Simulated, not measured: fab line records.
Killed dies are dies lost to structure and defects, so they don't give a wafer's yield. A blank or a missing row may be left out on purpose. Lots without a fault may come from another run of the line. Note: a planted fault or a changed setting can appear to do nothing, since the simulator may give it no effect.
Which tool did it? / flow sky130 / 10 lots with 30 wafers sampled at 4 steps, on a route of 708 steps

WHAT THE GAUGES READ, wafer by wafer
SKY_METAL4_OVL_MEAS_14. Usual: METAL4_OVL gives 2 nm (standard deviation 6.3).
lot=L505; measured=day 41 10:47; on=overlay-02; METAL4_OVL (nm)=-4 4 -5; flag=
lot=L506; measured=day 41 21:23; on=overlay-01; METAL4_OVL (nm)=-2 -2 6; flag=
lot=L508; measured=day 43 07:17; on=overlay-01; METAL4_OVL (nm)=8 11 3; flag=
lot=L514; measured=day 44 01:53; on=overlay-01; METAL4_OVL (nm)=9 1 1; flag=
lot=L517; measured=day 45 08:54; on=overlay-01; METAL4_OVL (nm)=6 4 8; flag=
lot=L518; measured=day 45 12:12; on=overlay-02; METAL4_OVL (nm)=-3 -2 -9; flag=
lot=L526; measured=day 47 07:08; on=overlay-01; METAL4_OVL (nm)=-1 3 -3; flag=
lot=L525; measured=day 47 08:14; on=overlay-02; METAL4_OVL (nm)=11 12 16; flag=
lot=L527; measured=day 47 11:09; on=overlay-01; METAL4_OVL (nm)=-1 -5 -10; flag=
lot=L528; measured=day 47 13:32; on=overlay-02; METAL4_OVL (nm)=2 7 11; flag=

SKY_METAL5_RS_MEAS_05: the measuring method here is four-point-probe. Usual: METAL5_ALCU_RS gives 0.02709 ohm/sq (standard deviation 0.00025).
lot=L505; measured=day 42 13:35; on=film_metro-01; METAL5_ALCU_RS (ohm/sq)=0.02707 0.02698 0.02697; flag=
lot=L506; measured=day 43 00:12; on=film_metro-02; METAL5_ALCU_RS (ohm/sq)=0.02713 0.02713 0.02733; flag=
lot=L508; measured=day 44 07:52; on=film_metro-03; METAL5_ALCU_RS (ohm/sq)=0.02667 0.02694 0.02716; flag=
lot=L514; measured=day 45 02:17; on=film_metro-01; METAL5_ALCU_RS (ohm/sq)=0.02681 0.02687 0.02675; flag=
lot=L517; measured=day 46 08:32; on=film_metro-03; METAL5_ALCU_RS (ohm/sq)=8.7646 8.8064 8.8229; flag=OFF
lot=L518; measured=day 46 11:47; on=film_metro-02; METAL5_ALCU_RS (ohm/sq)=8.6569 8.549 8.6495; flag=OFF
lot=L526; measured=day 48 04:00; on=film_metro-03; METAL5_ALCU_RS (ohm/sq)=0.02737 0.02697 0.02729; flag=
lot=L525; measured=day 48 05:36; on=film_metro-03; METAL5_ALCU_RS (ohm/sq)=0.02688 0.02678 0.02665; flag=
lot=L527; measured=day 48 08:50; on=film_metro-02; METAL5_ALCU_RS (ohm/sq)=0.02691 0.02669 0.02639; flag=
lot=L528; measured=day 48 11:53; on=film_metro-03; METAL5_ALCU_RS (ohm/sq)=0.02705 0.02673 0.02686; flag=

SKY_METAL5_THK_MEAS_06: measures by xrf. Usual: METAL5_ALCU_THK gives 1143 nm (standard deviation 13).
lot=L505; measured=day 42 13:42; on=film_metro-01; METAL5_ALCU_THK (nm)=1147 1160 1154; flag=
lot=L506; measured=day 43 00:19; on=film_metro-02; METAL5_ALCU_THK (nm)=1142 1137 1134; flag=
lot=L508; measured=day 44 07:59; on=film_metro-03; METAL5_ALCU_THK (nm)=1155 1140 1134; flag=
lot=L514; measured=day 45 02:24; on=film_metro-01; METAL5_ALCU_THK (nm)=1169 1164 1168; flag=
lot=L517; measured=day 46 08:37; on=film_metro-03; METAL5_ALCU_THK (nm)=<1 <1 <1; flag=OFF
lot=L518; measured=day 46 11:54; on=film_metro-02; METAL5_ALCU_THK (nm)=<0 <0 <0; flag=OFF
lot=L526; measured=day 48 04:07; on=film_metro-03; METAL5_ALCU_THK (nm)=1128 1147 1129; flag=
lot=L525; measured=day 48 05:42; on=film_metro-03; METAL5_ALCU_THK (nm)=1150 1145 1160; flag=
lot=L527; measured=day 48 08:58; on=film_metro-02; METAL5_ALCU_THK (nm)=1140 1157 1176; flag=
lot=L528; measured=day 48 11:59; on=film_metro-03; METAL5_ALCU_THK (nm)=1136 1154 1146; flag=

TOOL THAT RAN EACH LOT (tool first, then ch and the chambers of the sampled wafers, then the start)
lot=L505; SKY_METAL5_SPUTTER_02=pvd_sputter-03, day 42 13:28
lot=L506; SKY_METAL5_SPUTTER_02=pvd_sputter-04, day 43 00:05
lot=L508; SKY_METAL5_SPUTTER_02=pvd_sputter-02, day 44 07:44
lot=L514; SKY_METAL5_SPUTTER_02=pvd_sputter-02, day 45 02:10
lot=L517; SKY_METAL5_SPUTTER_02=pvd_sputter-03, day 46 08:21
lot=L518; SKY_METAL5_SPUTTER_02=pvd_sputter-03, day 46 11:40
lot=L526; SKY_METAL5_SPUTTER_02=pvd_sputter-03, day 48 03:52
lot=L525; SKY_METAL5_SPUTTER_02=pvd_sputter-03, day 48 05:26
lot=L527; SKY_METAL5_SPUTTER_02=pvd_sputter-03, day 48 08:43
lot=L528; SKY_METAL5_SPUTTER_02=pvd_sputter-03, day 48 11:44
- SKY_METAL5_SPUTTER_02: material AlCu, target thk 1150 nm, time 61.2 s.

WHAT THE TOOLS THEMSELVES READ (means of the sampled wafers that have a number; where no wafer has one, the mark that the record gives instead)
SKY_METAL5_SPUTTER_02. Usual: cathode_dc_power_W 10600 W, standard deviation 2; chamber_pressure_pa 0.3999 Pa, standard deviation 0.00074; throttle_valve_pct 30.1 %, standard deviation 1.3.
lot=L505; tool=pvd_sputter-03; cathode_dc_power_W (W)=10601; chamber_pressure_pa (Pa)=0.3991; throttle_valve_pct (%)=29.3; flag=
lot=L506; tool=pvd_sputter-04; cathode_dc_power_W (W)=10601; chamber_pressure_pa (Pa)=0.4003; throttle_valve_pct (%)=29.4; flag=
lot=L508; tool=pvd_sputter-02; cathode_dc_power_W (W)=10597; chamber_pressure_pa (Pa)=0.3997; throttle_valve_pct (%)=29.2; flag=
lot=L514; tool=pvd_sputter-02; cathode_dc_power_W (W)=10600; chamber_pressure_pa (Pa)=0.3994; throttle_valve_pct (%)=29.1; flag=
lot=L517; tool=pvd_sputter-03; cathode_dc_power_W (W)=-; chamber_pressure_pa (Pa)=-; throttle_valve_pct (%)=-; flag=OFF
lot=L518; tool=pvd_sputter-03; cathode_dc_power_W (W)=-; chamber_pressure_pa (Pa)=-; throttle_valve_pct (%)=-; flag=OFF
lot=L526; tool=pvd_sputter-03; cathode_dc_power_W (W)=10599; chamber_pressure_pa (Pa)=0.3996; throttle_valve_pct (%)=29.8; flag=
lot=L525; tool=pvd_sputter-03; cathode_dc_power_W (W)=10601; chamber_pressure_pa (Pa)=0.3995; throttle_valve_pct (%)=29.8; flag=
lot=L527; tool=pvd_sputter-03; cathode_dc_power_W (W)=10602; chamber_pressure_pa (Pa)=0.4011; throttle_valve_pct (%)=30.0; flag=
lot=L528; tool=pvd_sputter-03; cathode_dc_power_W (W)=10599; chamber_pressure_pa (Pa)=0.3999; throttle_valve_pct (%)=30.4; flag=

THE ANSWER, worked out from the rows above alone
Rule: lot off if the mean of its wafers having a number is beyond 3 standard deviations from the usual mean. A lot without any number at a reading at which 4 lots or more have one is off too. Where the step has rows for the other lots, those lots are counted as sound. First the gauges in route order, then the tools' own readings, where a lot's mean is used as printed above. The first step at which some lot is off is used, and at that step the reading that is off furthest; a lot without a number counts as furthest.
Off: L517, L518, seen at SKY_METAL5_RS_MEAS_05 (METAL5_ALCU_RS).
If a tool, at a process step before that reading, ran all the lots that are off and no sound lot after the first of them, it fits. Not tried: the gauges at SKY_METAL5_RS_MEAS_05; whatever is off there is also off at SKY_METAL5_SPUTTER_02, on other tools, and gauge error can't account for it. None of those tried fits.

WHAT WAS PUT IN BY THE SIMULATOR
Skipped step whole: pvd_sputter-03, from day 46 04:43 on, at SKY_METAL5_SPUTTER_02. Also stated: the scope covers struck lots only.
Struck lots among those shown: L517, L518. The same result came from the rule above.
